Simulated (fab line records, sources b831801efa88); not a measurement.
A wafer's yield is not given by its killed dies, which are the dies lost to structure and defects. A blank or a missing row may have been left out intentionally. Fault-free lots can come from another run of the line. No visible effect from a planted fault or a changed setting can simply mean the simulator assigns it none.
What tool caused it? || flow gf180mcu || 11 lots, 32 wafers sampled, at 2 steps of a route of 602

## WHAT EACH GAUGE READ, for each wafer
GF_STI_THK_MEAS_24.
{"lot": "L562", "measured": "day 2 03:46", "on": "film_metro-01", "STI_CVD_23_THK (nm)": "663 655 666"}
{"lot": "L563", "measured": "day 2 07:59", "on": "film_metro-02", "STI_CVD_23_THK (nm)": "647 648 646"}
{"lot": "L564", "measured": "day 2 14:49", "on": "film_metro-04", "STI_CVD_23_THK (nm)": "650 653 658"}
{"lot": "L565", "measured": "day 2 20:20", "on": "film_metro-04", "STI_CVD_23_THK (nm)": "646 647 644"}
{"lot": "L566", "measured": "day 2 23:53", "on": "film_metro-01", "STI_CVD_23_THK (nm)": "648 652 652"}
{"lot": "L573", "measured": "day 4 11:20", "on": "film_metro-02", "STI_CVD_23_THK (nm)": "648 464"}
{"lot": "L575", "measured": "day 5 00:43", "on": "film_metro-02", "STI_CVD_23_THK (nm)": "645 646 648"}
{"lot": "L577", "measured": "day 5 08:35", "on": "film_metro-01", "STI_CVD_23_THK (nm)": "653 653 651"}
{"lot": "L581", "measured": "day 6 06:39", "on": "film_metro-02", "STI_CVD_23_THK (nm)": "653 648 649"}
{"lot": "L583", "measured": "day 6 17:11", "on": "film_metro-04", "STI_CVD_23_THK (nm)": "650 649 659"}
{"lot": "L584", "measured": "day 6 21:34", "on": "film_metro-04", "STI_CVD_23_THK (nm)": "647 645 651"}

## EACH LOT AND THE TOOL THAT RAN IT (in order: tool; ch and the chambers of the sampled wafers; start)
{"lot": "L562", "GF_STI_CVD_23": "hdpcvd-02 ch 0,1,2, day 2 03:41"}
{"lot": "L563", "GF_STI_CVD_23": "hdpcvd-01 ch 0,1, day 2 07:55"}
{"lot": "L564", "GF_STI_CVD_23": "hdpcvd-01 ch 1,2, day 2 14:44"}
{"lot": "L565", "GF_STI_CVD_23": "hdpcvd-02 ch 0,1, day 2 20:15"}
{"lot": "L566", "GF_STI_CVD_23": "hdpcvd-01 ch 1,2, day 2 23:49"}
{"lot": "L573", "GF_STI_CVD_23": "hdpcvd-01 ch 0,2, day 4 11:16"}
{"lot": "L575", "GF_STI_CVD_23": "hdpcvd-02 ch 0,1, day 5 00:37"}
{"lot": "L577", "GF_STI_CVD_23": "hdpcvd-02 ch 0,1,2, day 5 08:29"}
{"lot": "L581", "GF_STI_CVD_23": "hdpcvd-02 ch 0,1, day 6 06:34"}
{"lot": "L583", "GF_STI_CVD_23": "hdpcvd-02 ch 1,2, day 6 17:05"}
{"lot": "L584", "GF_STI_CVD_23": "hdpcvd-02 ch 0,1, day 6 21:29"}
- GF_STI_CVD_23: deposits SiO2, target thk 650 nm, time 108.3 s.

## THE ANSWER, worked out from the rows above alone
Rule: the lots themselves supply what counts as usual. The widest of any qualifying gaps counts: lots, ordered by their means at a reading, are off when they make up no more than a third of the lots, leave a main group of 4 or more, and stand apart from it by 3 or more times the standard deviation of that group's means. Not used: any main group whose means are identical at the precision the tables above print for the reading. Also off: a lot with no number at a reading for which 4 or more lots have one. Where the step has rows for the other lots, those lots are counted as sound.
Off: at GF_STI_THK_MEAS_24 (STI_CVD_23_THK), L573. The main group: mean 651 nm, standard deviation 4.4.
A tool fits if, at a process step before that reading, it ran every lot that is off, and no sound lot after the first of them. Gauges at GF_STI_THK_MEAS_24: tried the same way as those tools. One candidate fits, namely hdpcvd-01 at GF_STI_CVD_23. Its last sound lot is L566 (day 2 23:49), its first lot that is off L573 (day 4 11:16): a fault that began between those two fits.

## WHAT HAD BEEN PUT IN BY THE SIMULATOR
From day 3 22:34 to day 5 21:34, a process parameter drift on hdpcvd-01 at GF_STI_CVD_23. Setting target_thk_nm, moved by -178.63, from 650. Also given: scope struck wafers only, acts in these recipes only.
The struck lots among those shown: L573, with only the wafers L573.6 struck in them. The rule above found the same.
